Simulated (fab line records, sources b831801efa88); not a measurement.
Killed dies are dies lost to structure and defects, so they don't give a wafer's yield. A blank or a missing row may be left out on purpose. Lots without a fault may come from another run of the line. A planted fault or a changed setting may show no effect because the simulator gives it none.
One fault seen from 2 desks | flow sky130 | each desk has only its own numbers; what lay behind them comes last

THE TOOL OWNER'S DESK: wet_bench-01
The tool's own readings at SKY_METAL3_CLEAN_21 (cleans in IPA, time 180 s): means of the sampled wafers that have a number, for each lot that ran on this tool. A lot is out of limits, marked OUT, if its mean lies more than 4 standard deviations from the usual mean; the brackets give that distance.
Columns: A = temp_c at SKY_METAL3_CLEAN_21, usual 25.03 C
lot  | first seen here | A
L534 | day 38 07:25    | 24.98
L536 | day 38 23:16    | 25.03
L537 | day 39 04:31    | 25.10
L538 | day 39 20:16    | 24.99
L541 | day 40 22:34    | 25.04
L545 | day 42 01:10    | 24.89
L550 | day 43 11:01    | 24.84
L551 | day 43 11:22    | 25.06
This desk's finding: nothing out of limits on any of the 8 lots.

THE METROLOGY DESK
What the gauges read, lot by lot, whatever tool the lot ran on: means of the sampled wafers that have a number. A lot is out of limits, marked OUT, if its mean lies more than 4 standard deviations from the usual mean; the brackets give that distance.
Columns: A = PASSIVATION_CVD_00_THK at SKY_PASSIVATION_THK_MEAS_01, usual 89.7 nm
lot  | first seen here | A
L535 | day 43 12:29    | 90.6
L534 | day 43 14:59    | 89.5
L536 | day 44 04:37    | 90.3
L537 | day 44 09:52    | 89.1
L538 | day 44 21:50    | 90.0
L540 | day 45 13:31    | 89.3
L541 | day 45 20:11    | 91.1
L545 | day 46 20:02    | 89.3
L549 | day 47 12:21    | 90.8
L550 | day 48 01:28    | 89.0
L551 | day 48 02:29    | 90.7
L554 | day 48 18:30    | 88.6
This desk's finding: nothing out of limits on any of the 12 lots.

PUT TOGETHER
The tool owner's desk saw nothing out of limits.
The metrology desk saw nothing out of limits.

WHAT THE SIMULATOR HAD PUT IN
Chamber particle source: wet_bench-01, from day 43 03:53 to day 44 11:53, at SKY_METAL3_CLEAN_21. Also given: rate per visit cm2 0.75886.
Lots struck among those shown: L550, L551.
